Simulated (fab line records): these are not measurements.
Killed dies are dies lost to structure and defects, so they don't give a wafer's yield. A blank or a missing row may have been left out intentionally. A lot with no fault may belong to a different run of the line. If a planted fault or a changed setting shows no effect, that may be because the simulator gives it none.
fab line records	flow sky130
[record] lots = 6	wafers = 18	last_day = 49
route steps=708 shown FIELD_ISO@1 PAD_OPEN@708
lots that met no fault: from a run of the same line without faults
start_h: the number of hours between the record's first day and the start of the first shown wafer of the lot	wait_h: how many hours have passed since the lot's step before this one	" repeats the value in the row above	L1.1+2: several wafers, shown together as one row	- either no value or no given start	* or withheld: withheld	< > ~ a bound
route shown NAME@n: NAME is a module with steps in the file, n the number in the route of the first one	usual: mean/standard deviation of fault-free wafers	same: alike in all rows	chamber/n: place in a boat	sites: the reading at each site	_std_site: the values' standard deviation	_edge_site: inner sites' mean taken away from outer sites' mean	radius_mm: for every site, how far away it sits from the centre of the wafer	mask NAME#n: copy n	behind: the most recent tool/chamber to have shaped the wafer	hold: cause of the lot's hold/its duration in hours/its outcome	device: whichever transistor did not switch (one of n, p or np)	end of line: tests of these same wafers at the route's end	a step without rows: its recipe alone	killed: the dies lost at the first sort to structure and to defects; this is not the yield of the wafer	map: shows each die of a wafer: x if killed, . if not, _ if none is there
set.NAME: the setting the step ran with; set.NAME@STEP: the setting that earlier step ran with	model.NAME: the simulator's own value behind a step, which no gauge read
lots at selected steps of the route; one table per step, one row per wafer
services: the hour from which a tool's chamber was out of use, counted from the record's first day as start_h (under 0 if before that day), plus the number of hours and why
[[steps]]
[step SKY_FIELD_ISO_BOW_MEAS_00]
[recipe] mode = bow
[usual] INCOMING_BOW = 1/6.2
lot.wafer	tool	chamber	start_h	wait_h	INCOMING_BOW[um]
L512.1	film_metro-04	-	10.00	-	4
L512.2	"	-	"	"	-6
L512.5	"	-	"	"	2
L515.1	film_metro-03	-	25.00	-	-12
L515.4	"	-	"	"	-2
L515.5	"	-	"	"	2
L517.2	film_metro-01	-	35.02	-	10
L517.4	"	-	"	"	0
L517.6	"	-	"	"	-6
L520.1	film_metro-03	-	50.00	-	4
L520.2	"	-	"	"	10
L520.3	"	-	"	"	1
L522.3	film_metro-01	-	60.04	-	3
L522.4	"	-	"	"	-5
L522.5	"	-	"	"	1
L529.2	film_metro-04	-	95.02	-	-1
L529.3	"	-	"	"	3
L529.4	"	-	"	"	-8
[step SKY_FIELD_ISO_OXIDATION_01]
[recipe] temp_c = 900	ambient = O2	stabilise_s = 600	purge_s = 300	target_thk_a = 120	ox_time_s = 1843
[usual] tube_center_temp_C = 900/0.081	zone_power_centre_pct = 17.3/2.1
lot.wafer	tool	chamber	start_h	wait_h	tube_center_temp_C	zone_power_centre_pct
L512.1	furnace-01	0	10.12	0.1	900.19	19.8
L512.2	"	0	"	"	900.05	19.4
L512.5	"	0	"	"	900.09	19.4
L515.1	furnace-01	0	25.12	0.1	899.83	19.7
L515.4	"	0	"	"	899.96	19.7
L515.5	"	0	"	"	899.98	20.1
L517.2	furnace-02	0	36.43	1.4	899.93	15.6
L517.4	"	0	"	"	900.01	15.4
L517.6	"	0	"	"	899.97	15.7
L520.1	furnace-02	0	50.92	0.9	899.92	15.4
L520.2	"	0	"	"	899.99	15.6
L520.3	"	0	"	"	899.92	15.3
L522.3	furnace-02	0	60.12	0.1	900.12	15.4
L522.4	"	0	"	"	900.08	15.8
L522.5	"	0	"	"	899.92	15.4
L529.2	furnace-01	0	99.30	4.3	900.01	19.5
L529.3	"	0	"	"	900.01	19.5
L529.4	"	0	"	"	899.9	19.5
[step SKY_FIELD_ISO_THK_MEAS_02]
[recipe] reads = SiO2_of_FIELD_ISO_OXIDATION_01
[usual] FIELD_ISO_OXIDATION_00_THK = 11.98/0.22
lot.wafer	tool	chamber	start_h	wait_h	FIELD_ISO_OXIDATION_00_THK[nm]
L512.1	film_metro-04	-	11.63	0.0	11.84
L512.2	"	-	"	"	12.01
L512.5	"	-	"	"	11.91
L515.1	film_metro-04	-	26.63	0.0	11.65
L515.4	"	-	"	"	11.92
L515.5	"	-	"	"	11.72
L517.2	film_metro-04	-	37.95	0.0	12.22
L517.4	"	-	"	"	12.10
L517.6	"	-	"	"	12.27
L520.1	film_metro-04	-	52.43	0.0	12.05
L520.2	"	-	"	"	12.02
L520.3	"	-	"	"	12.10
L522.3	film_metro-03	-	61.65	0.0	11.75
L522.4	"	-	"	"	11.84
L522.5	"	-	"	"	11.75
L529.2	film_metro-03	-	100.82	0.0	12.05
L529.3	"	-	"	"	11.89
L529.4	"	-	"	"	11.87
[step SKY_FIELD_ISO_CVD_03]
[recipe] material = Si3N4	precursor = DCS/NH3	target_thk_nm = 165	temp_c = 770	time_s = 2830	pressure_mtorr = 250
[step SKY_FIELD_ISO_THK_MEAS_04]
[recipe] reads = Si3N4_of_FIELD_ISO_CVD_03
[usual] FIELD_ISO_CVD_03_THK = 164.9/1.2
lot.wafer	tool	chamber	start_h	wait_h	FIELD_ISO_CVD_03_THK[nm]
L512.1	film_metro-03	-	21.50	0.1	163.7
L512.2	"	-	"	"	165.0
L512.5	"	-	"	"	164.5
L515.1	film_metro-01	-	29.61	0.0	162.6
L515.4	"	-	"	"	163.5
L515.5	"	-	"	"	163.4
L517.2	film_metro-03	-	39.80	0.0	165.9
L517.4	"	-	"	"	166.8
L517.6	"	-	"	"	165.7
L520.1	film_metro-04	-	54.28	0.0	165.9
L520.2	"	-	"	"	163.9
L520.3	"	-	"	"	165.5
L522.3	film_metro-01	-	63.50	0.0	165.9
L522.4	"	-	"	"	165.2
L522.5	"	-	"	"	165.5
L529.2	film_metro-04	-	102.67	0.0	165.8
L529.3	"	-	"	"	165.2
L529.4	"	-	"	"	164.1
[step SKY_FIELD_ISO_DEHYDRATE_05]
[recipe] temp_c = 200	time_s = 60
[step SKY_FIELD_ISO_HMDS_06]
[recipe] prime_time_s = 60	prime_temp_c = 120
[step SKY_FIELD_ISO_COAT_07]
[recipe] resist = BARC	temp_c = withheld	time_s = withheld	spin_rpm = 3000	resist_thk_nm = 60
[step SKY_FIELD_ISO_COAT_08]
[recipe] resist = KrF-thick	spin_rpm = 3000	resist_thk_nm = 450
[step SKY_FIELD_ISO_SOFTBAKE_09]
[recipe] temp_c = 100	time_s = 90	resist = KrF-thick
[step SKY_FIELD_ISO_EXPOSE_10]
[recipe] mask_id = FOM	na = 0.68	source_shape = annular	sigma_inner = 0.4	sigma_outer = 0.8	target_cd_nm = 150	dose_mj = 28
[step SKY_FIELD_ISO_PEB_11]
[recipe] peb_temp_c = withheld	peb_time_s = withheld	resist = KrF-thick
[step SKY_FIELD_ISO_DEVELOP_12]
[recipe] develop_time_s = 60	resist = KrF-thick	dev_temp_c = 21
[step SKY_FIELD_ISO_CD_MEAS_13]
[recipe] target_cd_nm = 150
[usual] cd_nm = 150.2/1.4
lot.wafer	tool	chamber	start_h	wait_h	cd_nm
L512.1	cd_sem-01	-	36.17	-	151.9
L512.2	"	-	"	"	150.2
L512.5	"	-	"	"	148.9
L515.1	cd_sem-02	-	44.02	-	148.2
L515.4	"	-	"	"	148.2
L515.5	"	-	"	"	147.2
L517.2	cd_sem-01	-	54.31	-	150.3
L517.4	"	-	"	"	148.8
L517.6	"	-	"	"	152.0
L520.1	cd_sem-02	-	69.62	-	152.4
L520.2	"	-	"	"	150.2
L520.3	"	-	"	"	151.2
L522.3	cd_sem-02	-	79.56	-	152.8
L522.4	"	-	"	"	152.5
L522.5	"	-	"	"	152.1
L529.2	cd_sem-01	-	120.15	-	150.2
L529.3	"	-	"	"	149.9
L529.4	"	-	"	"	150.3
[step SKY_FIELD_ISO_ETCH_14]
[recipe] chemistry = N2/H2	target = BARC	ion_energy_ev = 200	source_w = 500	bias_w = 100	pressure_mtorr = 30	n2_flow_sccm = 100	h2_flow_sccm = 200	stop_on = SiO2	time_s = 45.9	target_depth_a = 600
[usual] drypump_motor_current_A = 5.7/0.42	oes_product_au = 0.854/0.0045	throttle_valve_pct = 13.224/0.009
lot.wafer	tool	chamber	start_h	wait_h	drypump_motor_current_A	oes_product_au	rf_hours_counter_h	throttle_valve_pct
L512.1	rie_diel-02	1	36.29	0.1	6.3	0.853	123	13.236
L512.2	"	3	"	"	6.0	0.856	50	13.226
L512.5	"	1	"	"	6.3	0.852	-	13.243
L515.1	rie_diel-02	0	44.14	0.1	5.8	0.857	49	13.236
L515.4	"	1	"	"	6.3	0.862	123	13.227
L515.5	"	2	"	"	6.0	0.848	-	13.224
L517.2	rie_diel-03	1	54.41	0.1	5.8	0.852	173	13.226
L517.4	"	0	"	"	5.7	0.855	-	13.221
L517.6	"	1	"	"	5.8	0.845	-	13.210
L520.1	rie_diel-03	0	69.74	0.1	5.7	0.849	4	13.230
L520.2	"	3	"	"	5.1	0.851	97	13.222
L520.3	"	2	"	"	5.1	0.855	26	13.228
L522.3	rie_diel-02	2	79.64	0.1	6.0	0.852	82	13.224
L522.4	"	0	"	"	5.8	0.849	49	13.209
L522.5	"	0	"	"	5.8	0.858	-	13.226
L529.2	rie_diel-03	0	120.25	0.1	5.7	0.854	6	13.219
L529.3	"	2	"	"	5.1	0.859	27	13.222
L529.4	"	3	"	"	5.1	0.857	98	13.220
[step SKY_FIELD_ISO_ETCH_15]
[recipe] chemistry = CHF3/O2	target_depth_nm = 180	stop_on = Si	source_w = 600	bias_w = 200	pressure_mtorr = 40	chf3_flow_sccm = 50	O2_flow_sccm = 5	time_s = 72
[usual] drypump_motor_current_A = 5.7/0.41	oes_product_au = 0.945/0.0064	throttle_valve_pct = 8.844/0.0097
lot.wafer	tool	chamber	start_h	wait_h	drypump_motor_current_A	oes_product_au	rf_hours_counter_h	throttle_valve_pct
L512.1	rie_diel-02	1	36.33	0.0	6.3	0.944	123	8.831
L512.2	"	3	"	"	6.0	0.946	50	8.843
L512.5	"	1	"	"	6.3	0.955	-	8.844
L515.1	rie_diel-02	0	44.18	0.0	5.8	0.934	49	8.833
L515.4	"	1	"	"	6.3	0.948	123	8.832
L515.5	"	2	"	"	6.0	0.932	-	8.850
L517.2	rie_diel-03	1	54.46	0.0	5.8	0.950	173	8.839
L517.4	"	0	"	"	5.7	0.951	-	8.841
L517.6	"	1	"	"	5.8	0.943	-	8.862
L520.1	rie_diel-03	0	69.78	0.0	5.7	0.947	4	8.841
L520.2	"	3	"	"	5.1	0.936	97	8.845
L520.3	"	2	"	"	5.1	0.955	26	8.862
L522.3	rie_diel-02	2	79.68	0.0	6.0	0.949	82	8.836
L522.4	"	0	"	"	5.9	0.943	49	8.845
L522.5	"	0	"	"	5.8	0.949	-	8.858
L529.2	rie_diel-03	0	120.29	0.0	5.7	0.957	6	8.849
L529.3	"	2	"	"	5.1	0.947	27	8.845
L529.4	"	3	"	"	5.1	0.937	98	8.855
[step SKY_FIELD_ISO_STRIP_16]
[recipe] chemistry = O2/N2	power_w = 1400	pressure_mtorr = 1500	platen_temp_c = withheld	o2_flow_sccm = 3000	n2_flow_sccm = 300	overash_fraction = 0.5
[usual] drypump_motor_current_A = 5.3/0.38	oes_product_au = 0.377/0.0055	strip_time_to_endpoint_s = 3.53/0.031
[same] overash_fraction = 0.5
lot.wafer	tool	chamber	start_h	wait_h	drypump_motor_current_A	oes_product_au	rf_hours_counter_h	strip_time_to_endpoint_s
L512.1	plasma_asher-04	1	36.39	0.0	5.3	0.372	34	3.60
L512.2	"	0	"	"	5.5	0.377	34	3.53
L512.5	"	0	"	"	5.5	0.373	-	3.59
L515.1	plasma_asher-03	1	44.24	0.0	5.3	0.386	36	3.51
L515.4	"	1	"	"	5.2	0.377	-	3.57
L515.5	"	1	"	"	5.3	0.376	-	3.53
L517.2	plasma_asher-01	1	54.51	0.0	4.7	0.369	38	3.48
L517.4	"	0	"	"	5.9	0.378	-	3.55
L517.6	"	0	"	"	5.9	0.365	-	3.46
L520.1	plasma_asher-01	1	69.84	0.0	4.7	0.378	40	3.52
L520.2	"	0	"	"	5.9	0.377	40	3.54
L520.3	"	1	"	"	4.7	0.379	-	3.46
L522.3	plasma_asher-03	0	79.77	0.1	5.2	0.376	-	3.53
L522.4	"	1	"	"	5.3	0.374	-	3.52
L522.5	"	1	"	"	5.2	0.377	-	3.52
L529.2	plasma_asher-03	0	120.35	0.0	5.2	0.374	43	3.55
L529.3	"	0	"	"	5.2	0.374	-	3.48
L529.4	"	1	"	"	5.2	0.379	-	3.54
[step SKY_FIELD_ISO_ETCH_17]
[recipe] target_depth_a = 3420	mask_material = Si3N4	chemistry = HBr/Cl2/O2	target = Si	taper_deg = 5	icp_w = 600	bias_w = 150	pressure_mtorr = 15	HBr_flow_sccm = 150	Cl2_flow_sccm = 40	O2_flow_sccm = 6	time_s = 97.7
[usual] drypump_motor_current_A = 5.82/0.21	oes_product_au = 0.999/0.0084	throttle_valve_pct = 25.656/0.0096
lot.wafer	tool	chamber	start_h	wait_h	drypump_motor_current_A	oes_product_au	rf_hours_counter_h	throttle_valve_pct
L512.1	rie_si-02	1	36.49	0.1	5.65	1.004	56	25.652
L512.2	"	3	"	"	5.89	1.006	130	25.657
L512.5	"	1	"	"	5.65	1.010	-	25.638
L515.1	rie_si-02	0	44.34	0.1	5.98	0.999	42	25.652
L515.4	"	2	"	"	5.41	1.004	0	25.669
L515.5	"	0	"	"	6.00	0.996	-	25.648
L517.2	rie_si-02	2	54.61	0.1	5.42	1.008	1	25.649
L517.4	"	0	"	"	6.03	1.000	42	25.647
L517.6	"	0	"	"	6.00	0.999	-	25.665
L520.1	rie_si-01	3	69.94	0.1	5.90	1.006	42	25.663
L520.2	"	1	"	"	6.09	1.005	123	25.657
L520.3	"	0	"	"	5.96	1.009	137	25.658
L522.3	rie_si-01	3	79.84	0.0	5.84	0.994	42	25.659
L522.4	"	0	"	"	5.96	0.996	137	25.654
L522.5	"	2	"	"	5.73	0.985	-	25.661
L529.2	rie_si-02	3	120.45	0.1	5.91	0.999	131	25.650
L529.3	"	0	"	"	5.98	0.997	42	25.650
L529.4	"	2	"	"	5.39	1.014	1	25.642
[step SKY_FIELD_ISO_WET_ETCH_18]
[recipe] chemistry = H3PO4	target_depth_nm = 25	temp_c = 160	target = Si3N4	time_s = 286
[step SKY_FIELD_ISO_CLEAN_19]
[recipe] chemistry = SC1/SC2	mix = 1:4:20	temp_c = 70	time_s = 150
[step SKY_FIELD_ISO_CLEAN_20]
[recipe] chemistry = dHF	time_s = 20	dilution = 100:1
[step SKY_FIELD_ISO_WET_ETCH_21]
[recipe] chemistry = dHF	dilution = 100:1	target_depth_nm = 20	dry = ipa_marangoni	target = SiO2	temp_c = 25	time_s = 400
[step SKY_FIELD_ISO_OXIDATION_22]
[recipe] temp_c = 950	ambient = O2	stabilise_s = 600	purge_s = 300	target_thk_a = 100	ox_time_s = 623
[step SKY_FIELD_ISO_THK_MEAS_23]
[recipe] reads = SiO2_of_FIELD_ISO_OXIDATION_22
[usual] FIELD_ISO_OXIDATION_01_THK = 9.96/0.19
lot.wafer	tool	chamber	start_h	wait_h	FIELD_ISO_OXIDATION_01_THK[nm]
L512.1	film_metro-03	-	38.25	0.0	9.96
L512.2	"	-	"	"	9.96
L512.5	"	-	"	"	9.76
L515.1	film_metro-03	-	46.18	0.0	10.09
L515.4	"	-	"	"	10.02
L515.5	"	-	"	"	10.03
L517.2	film_metro-04	-	57.23	0.0	10.20
L517.4	"	-	"	"	10.03
L517.6	"	-	"	"	10.26
L520.1	film_metro-01	-	72.81	0.0	10.21
L520.2	"	-	"	"	9.95
L520.3	"	-	"	"	10.18
L522.3	film_metro-01	-	82.71	0.1	9.82
L522.4	"	-	"	"	9.88
L522.5	"	-	"	"	10.00
L529.2	film_metro-01	-	121.98	0.0	9.81
L529.3	"	-	"	"	9.97
L529.4	"	-	"	"	9.87
[step SKY_FIELD_ISO_CVD_24]
[recipe] material = SiO2	target_thk_nm = 595	temp_c = 650	sigma_open_frac = 0.3	time_s = 99.2	sih4_flow_sccm = 60	pressure_mtorr = 6
[step SKY_FIELD_ISO_THK_MEAS_25]
[recipe] reads = SiO2_of_FIELD_ISO_CVD_24
[usual] FIELD_ISO_CVD_24_THK = 596/6.2
lot.wafer	tool	chamber	start_h	wait_h	FIELD_ISO_CVD_24_THK[nm]
L512.1	film_metro-04	-	38.45	0.0	588
L512.2	"	-	"	"	588
L512.5	"	-	"	"	591
L515.1	film_metro-03	-	46.31	0.0	587
L515.4	"	-	"	"	599
L515.5	"	-	"	"	595
L517.2	film_metro-03	-	57.36	0.0	587
L517.4	"	-	"	"	590
L517.6	"	-	"	"	592
L520.1	film_metro-01	-	72.94	0.0	591
L520.2	"	-	"	"	603
L520.3	"	-	"	"	594
L522.3	film_metro-01	-	82.85	0.1	593
L522.4	"	-	"	"	603
L522.5	"	-	"	"	610
L529.2	film_metro-03	-	122.11	0.0	595
L529.3	"	-	"	"	611
L529.4	"	-	"	"	597
[step SKY_FIELD_ISO_ANNEAL_26]
[recipe] temp_c = 1000	time_s = 1800	ambient = N2
[step SKY_FIELD_ISO_CMP_27]
[recipe] stop_on = Si3N4	t_overpolish_s = 16	down_force_psi = 4	platen_rpm = 60	target_thk_nm = 457.8	pad_velocity_m_s = 0.94248
[usual] motor_current_A = 12.5/1.3	overpolish_run_s = 16.001/0.0086	time_to_endpoint_s = 112/4.2
lot.wafer	tool	chamber	start_h	wait_h	motor_current_A	overpolish_run_s	time_to_endpoint_s
L512.2	cmp-02	3	42.11	1.3	11.5	16.003	115
L512.1	"	0	"	"	11.8	16.001	113
L512.5	"	1	"	"	15.4	16.007	112
L515.1	cmp-01	0	49.09	0.0	12.6	16.002	109
L515.4	"	2	"	"	14.2	16.001	111
L515.5	"	1	"	"	12.1	15.996	107
L517.2	cmp-01	3	60.05	0.1	11.3	16.014	117
L517.4	"	1	"	"	11.9	15.997	109
L517.6	"	3	"	"	11.2	16.011	121
L520.2	cmp-02	1	78.46	0.0	16.4	15.991	106
L520.3	"	2	"	"	12.0	15.988	105
L520.1	"	3	"	"	12.2	15.995	109
L522.3	cmp-01	1	88.86	0.3	12.1	15.988	107
L522.4	"	3	"	"	11.1	16.005	121
L522.5	"	0	"	"	12.7	15.996	114
L529.4	cmp-01	1	123.66	0.0	12.4	16.004	107
L529.3	"	2	"	"	13.4	16.001	122
L529.2	"	0	"	"	12.1	16.008	110
[step SKY_FIELD_ISO_WET_ETCH_28]
[recipe] chemistry = dHF	target_depth_nm = 23.7	target = SiO2	dilution = 10:1	temp_c = 25	time_s = 47
[step SKY_FIELD_ISO_WET_ETCH_29]
[recipe] chemistry = H3PO4	target_depth_nm = 160	target = Si3N4	temp_c = 160	time_s = 1825
[step SKY_FIELD_ISO_WET_ETCH_30]
[recipe] chemistry = dHF	target_depth_nm = 25	target = SiO2	dilution = 10:1	temp_c = 25	time_s = 50
[step SKY_PAD_OPEN_PROBE_99]
[usual] killed_at_M0_to_M3 = 43/7.2	killed_at_M4_up = 3.1/1.8	killed_at_contacts = 24/5.4	killed_at_front_end = 15/4.4	killed_at_other = 0.4/0.56	killed_dies = 86/9.3	killed_on_rim = 17/3.6	killed_open = 47/6.9	killed_short = 39/6.6
[same] gross_dies = 492	killed_at_back_side = 0
lot.wafer	tool	chamber	start_h	wait_h	killed_at_M0_to_M3	killed_at_M4_up	killed_at_contacts	killed_at_front_end	killed_at_other	killed_dies	killed_on_rim	killed_open	killed_short
L512.1	prober-02	-	1088.67	0.1	33	2	17	10	0	62	9	34	28
L512.2	prober-02	-	1088.72	0.1	28	2	22	17	0	69	12	39	30
L512.5	prober-02	-	1088.87	0.2	40	2	28	16	0	86	16	52	34
L515.1	prober-02	-	1093.55	0.1	49	2	24	14	0	89	15	56	33
L515.4	prober-02	-	1093.70	0.2	49	2	16	15	0	82	12	38	43
L515.5	prober-02	-	1093.75	0.2	46	4	18	21	0	89	17	53	34
L517.2	prober-02	-	1104.16	0.1	43	2	24	20	1	90	21	45	45
L517.4	prober-02	-	1104.26	0.2	35	3	19	19	1	77	16	45	32
L517.6	prober-02	-	1104.36	0.2	40	2	16	18	0	76	14	40	36
L520.1	prober-01	-	1132.66	0.1	45	2	16	152	1	216	38	38	38
L520.2	prober-01	-	1132.71	0.1	37	2	26	149	1	215	33	39	35
L520.3	prober-01	-	1132.76	0.2	48	3	17	142	0	210	43	50	33
L522.3	prober-02	-	1138.79	0.2	46	4	17	130	1	198	46	43	35
L522.4	prober-02	-	1138.84	0.2	48	5	18	131	0	202	34	35	39
L522.5	prober-02	-	1138.89	0.2	43	2	22	142	0	209	37	45	32
L529.2	prober-02	-	1179.70	0.1	46	1	29	14	1	91	16	47	43
L529.3	prober-02	-	1179.75	0.2	37	5	19	15	0	76	13	43	33
L529.4	prober-02	-	1179.80	0.2	48	6	19	16	0	89	18	49	40
// killed by level:class
L512.1 VIA2:geometric_particle:open=9 CONTACT:geometric_particle:open=6 VIA1:geometric_particle:open=6 CONTACT:geometric_particle:short=5 LOCAL_INTERCONNECT:geometric_particle:short=4 POLY_GATE:geometric_particle:open=3 VIA3:geometric_particle:open=3 METAL2:geometric_particle:short=3
L512.2 CONTACT:geometric_particle:open=8 VIA2:geometric_particle:open=8 CONTACT:geometric_particle:short=6 POLY_GATE:geometric_particle:short=5 LI_CONTACT:geometric_particle:open=5 VIA3:geometric_particle:open=5 METAL1:geometric_particle:short=4 VIA1:geometric_particle:open=4
L512.5 CONTACT:geometric_particle:open=14 VIA1:geometric_particle:open=8 VIA3:geometric_particle:open=7 VIA2:geometric_particle:open=6 CONTACT:geometric_particle:short=5 VIA1:geometric_particle:short=5 FIELD_ISO:geometric_particle:open=4 POLY_GATE:geometric_particle:open=4
L515.1 LI_CONTACT:geometric_particle:open=13 VIA2:geometric_particle:open=9 VIA1:geometric_particle:open=9 VIA1:geometric_particle:short=7 METAL2:geometric_particle:short=6 POLY_GATE:geometric_particle:open=6 CONTACT:geometric_particle:open=6 VIA3:geometric_particle:open=5
L515.4 VIA1:geometric_particle:short=11 VIA1:geometric_particle:open=10 METAL2:geometric_particle:short=6 CONTACT:geometric_particle:open=5 SPACER:geometric_particle:short=4 LI_CONTACT:geometric_particle:short=4 VIA2:geometric_particle:open=4 METAL3:geometric_particle:short=4
L515.5 CONTACT:geometric_particle:open=9 VIA1:geometric_particle:open=8 METAL2:geometric_particle:short=8 FIELD_ISO:geometric_particle:open=7 VIA3:geometric_particle:open=7 LI_CONTACT:geometric_particle:open=5 METAL1:geometric_particle:short=5 METAL3:geometric_particle:short=5
L517.2 VIA1:geometric_particle:open=9 VIA1:geometric_particle:short=9 LI_CONTACT:geometric_particle:open=8 CONTACT:geometric_particle:open=8 VIA2:geometric_particle:open=7 FIELD_ISO:geometric_particle:short=4 VIA2:geometric_particle:short=4 CONTACT:geometric_particle:short=4
L517.4 CONTACT:geometric_particle:open=9 FIELD_ISO:geometric_particle:short=8 VIA1:geometric_particle:open=7 LI_CONTACT:geometric_particle:open=6 METAL2:geometric_particle:short=6 VIA2:geometric_particle:open=6 POLY_GATE:geometric_particle:open=5 VIA1:geometric_particle:short=4
L517.6 VIA1:geometric_particle:open=10 VIA2:geometric_particle:open=8 CONTACT:geometric_particle:open=6 FIELD_ISO:geometric_particle:open=5 CONTACT:geometric_particle:short=5 FIELD_ISO:geometric_particle:short=4 POLY_GATE:geometric_particle:short=4 VIA1:geometric_particle:short=4
L520.1 FIELD_ISO:unspecified=140 VIA1:geometric_particle:open=9 VIA1:geometric_particle:short=8 METAL1:geometric_particle:short=6 VIA3:geometric_particle:open=6 LI_CONTACT:geometric_particle:open=5 CONTACT:geometric_particle:open=4 METAL2:geometric_particle:short=4
L520.2 FIELD_ISO:unspecified=140 METAL1:geometric_particle:short=7 LI_CONTACT:geometric_particle:open=7 CONTACT:geometric_particle:open=7 LOCAL_INTERCONNECT:geometric_particle:short=5 VIA1:geometric_particle:short=5 VIA1:geometric_particle:open=5 VIA2:geometric_particle:open=5
L520.3 FIELD_ISO:unspecified=126 VIA2:geometric_particle:open=14 VIA1:geometric_particle:open=10 METAL2:geometric_particle:short=8 LI_CONTACT:geometric_particle:open=6 POLY_GATE:geometric_particle:short=5 VIA3:geometric_particle:open=5 CONTACT:geometric_particle:open=4
L522.3 FIELD_ISO:unspecified=120 VIA1:geometric_particle:open=13 VIA2:geometric_particle:open=9 METAL2:geometric_particle:short=7 VIA1:geometric_particle:short=6 LI_CONTACT:geometric_particle:open=5 LOCAL_INTERCONNECT:geometric_particle:short=5 POLY_GATE:geometric_particle:open=3
L522.4 FIELD_ISO:unspecified=128 CONTACT:geometric_particle:open=7 VIA1:geometric_particle:open=7 VIA3:geometric_particle:open=7 METAL1:geometric_particle:short=6 VIA1:geometric_particle:short=5 VIA3:geometric_particle:short=4 METAL2:geometric_particle:short=4
L522.5 FIELD_ISO:unspecified=132 VIA1:geometric_particle:open=12 METAL1:geometric_particle:short=10 CONTACT:geometric_particle:open=9 METAL2:geometric_particle:short=5 LI_CONTACT:geometric_particle:open=5 VIA2:geometric_particle:open=5 FIELD_ISO:geometric_particle:open=4
L529.2 LI_CONTACT:geometric_particle:open=9 CONTACT:geometric_particle:open=9 METAL1:geometric_particle:short=8 VIA1:geometric_particle:open=8 VIA2:geometric_particle:open=7 CONTACT:geometric_particle:short=7 FIELD_ISO:geometric_particle:short=5 METAL2:geometric_particle:short=5
L529.3 CONTACT:geometric_particle:open=9 METAL2:geometric_particle:short=8 VIA1:geometric_particle:open=6 VIA2:geometric_particle:open=6 LI_CONTACT:geometric_particle:open=5 POLY_GATE:geometric_particle:short=4 FIELD_ISO:geometric_particle:open=4 VIA1:geometric_particle:short=3
L529.4 VIA1:geometric_particle:open=10 CONTACT:geometric_particle:open=10 VIA2:geometric_particle:open=9 VIA1:geometric_particle:short=7 METAL2:geometric_particle:short=7 VIA2:geometric_particle:short=6 METAL1:geometric_particle:short=6 FIELD_ISO:geometric_particle:short=5
// map L520.1 (x killed, . not)
__________..x..x..x._________
________x...xxx.xxx..x_______
______xx.x.xxxx.x.x....._____
_____x.x..x...x.x.xxxxx..____
____xx..x.x..xx.x.....x.x.___
___x....x.x.....xxx.x......__
__xxx..x..xx...x..x.x.xx.x.x_
_.xx.x.x.xxx.....x..x..x.xx..
_.xxxxx.....x..xx.x..x...xxxx
_xx.xxx.x.xx.x..x.xx.x.x.xxx.
_...xx.xx.xxxx.x........x....
_..x...........x.xxxxx..xx.xx
_x.xxx..........xx.xx.x....xx
_.xx..xxxxxxx.xx...x......xx.
_.xxx.xx..x.x.x.xx.....x..x..
__.x.xx...x.x..x..xx.xx..x.._
___...xx..x.x.....x..x...x.__
____.xx...x...xx.xxx.xxxx.___
_____.x...x...xxxxx.x....____
______x...x.x.....x...xx_____
________x.x....xxxx..x_______
__________x.x..x.xx._________
// map L522.5 (x killed, . not)
__________...x.xx..._________
________xxx.x.x..xx.x._______
______..xxxx.xx........._____
_____.x.x.x..x........x..____
____x..x..x..xx.x.xx..x...___
___.xx.x..x..xxxx...xxx...x__
__.x...xx...x.x.x..x.x.xxx.._
_...x..x...xxx.x.x........x..
_.xxx..xx.xx......x.xx..x..x.
_.x.xx.x.x.........x.x.x.xx.x
_...x.xx.xx....xx.x.x.x...xxx
_xx...........x.xxxx..x.xxx..
_..xxxxx..x......xx..xxxx.x..
_.x.....x.x..xx...x.xxxxxx.xx
_xx...xx.x..x.xxx...xxxx.x.xx
__x.xx.x.xxxx.x.x...xx.....x_
___x.xx.x..x..x....xx...xx.__
____x.x.x..xx..xxx...x..xx___
_____xx.x.x..x.x..xxx...x____
______xx....x..x......xx_____
________.x.xx.xxx....._______
__________......x..._________
[[services]]
tool	chamber	start_h	hours	kind
furnace-01	-	-13.51	3.4	pm
rie_diel-02	0	-7.57	6.0	repair
cmp-01	-	-2.79	1.3	repair
furnace-02	-	-0.54	4.3	pm
rie_diel-03	3	2.30	5.8	repair
plasma_asher-01	-	9.98	3.5	repair
cmp-01	-	29.56	1.6	repair
rie_diel-03	3	48.74	16.0	repair
rie_si-02	3	63.60	2.3	repair
cmp-02	-	64.19	4.0	pm
rie_diel-03	1	64.75	-	clean
rie_diel-03	1	64.75	20.0	scheduled_down
rie_si-02	-	66.41	0.2	repair
furnace-01	-	71.87	13.6	pm
plasma_asher-04	-	75.66	8.8	repair
cmp-01	-	75.98	5.7	pm
cmp-01	-	84.40	2.3	repair
cmp-02	-	86.79	12.0	pm
furnace-02	-	88.31	2.3	pm
furnace-01	-	89.88	7.9	repair
cmp-01	-	90.25	2.8	repair
rie_si-01	-	92.41	0.5	repair
cmp-01	-	103.94	1.8	repair
plasma_asher-04	-	108.75	9.0	pm
[[key]]
[first_sign] step = SKY_PAD_OPEN_PROBE_99	reading = killed_at_front_end	direction = up	sigmas = 29	usual = 15	struck = 141
[effect] step = SKY_PAD_OPEN_PROBE_99	reading = killed_dies	direction = up	sigmas = 13	usual = 86	struck = 208
met_at SKY_FIELD_ISO_OXIDATION_01
struck_wafers L520.1,L520.2,L520.3,L522.3,L522.4,L522.5
tester_left_out L520,L522
onset_between 36.43 50.92
also_fits SKY_FIELD_ISO_ETCH_17:rie_si-01
[fault] kind = chamber_particle_source	tool = furnace-02	chamber = -	onset_h = 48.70	steps = SKY_FIELD_ISO_OXIDATION_01	rate_per_visit_cm2 = 0.66132	end_h = 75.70
// tester_left_out: of these lots the tester's yield and bins aren't shown, on N5 and GAA mostly nor the transistor test; their killed dies are dies lost to structure and defects alone, not to doping, threshold or leakage, so they don't give the yield
